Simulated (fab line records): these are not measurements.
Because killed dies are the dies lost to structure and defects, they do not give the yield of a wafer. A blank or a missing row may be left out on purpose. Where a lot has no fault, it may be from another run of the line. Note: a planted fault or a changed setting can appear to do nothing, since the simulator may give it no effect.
Which tool was responsible? / flow sky130 / 17 wafers sampled from 6 lots at 1 step of a route of 708

## WHAT THE GAUGES READ, wafer by wafer
SKY_VIA1_CD_MEAS_12: target cd 150 nm.
lot=L322; measured=day 34 09:32; on=cd sem-02; cd nm (nm)=149.3 149.6 149.0
lot=L327; measured=day 36 07:50; on=cd sem-02; cd nm (nm)=149.5 151.9
lot=L336; measured=day 39 08:02; on=cd sem-01; cd nm (nm)=152.7 154.6 153.7
lot=L338; measured=day 39 15:52; on=cd sem-02; cd nm (nm)=148.1 147.6 148.9
lot=L341; measured=day 41 00:28; on=cd sem-01; cd nm (nm)=149.9 151.7 150.4
lot=L344; measured=day 41 18:37; on=cd sem-02; cd nm (nm)=150.5 152.4 152.3

## WHAT TOOL EACH LOT RAN ON (gives the tool, then ch and the chambers of the sampled wafers, and finally the start)
The record holds no process step before these readings.

## THE ANSWER, worked out from the rows above alone
Rule: the usual values come from the lots themselves. Put in order of their means at a reading, lots are off if they are a third of the lots or fewer, leave a main group of 4 or more, and stand apart from it by a gap of 3 or more times the standard deviation of the main group's means; of several such gaps the widest counts. A main group whose means are all the same, to the digits that the tables above print for the reading, isn't used. A lot without any number at a reading at which 4 lots or more have one is off too. Any other lot the step has rows for is counted as sound.
No lot is off at any reading shown: from this, nothing can be told.

## WHAT THE SIMULATOR PUT IN
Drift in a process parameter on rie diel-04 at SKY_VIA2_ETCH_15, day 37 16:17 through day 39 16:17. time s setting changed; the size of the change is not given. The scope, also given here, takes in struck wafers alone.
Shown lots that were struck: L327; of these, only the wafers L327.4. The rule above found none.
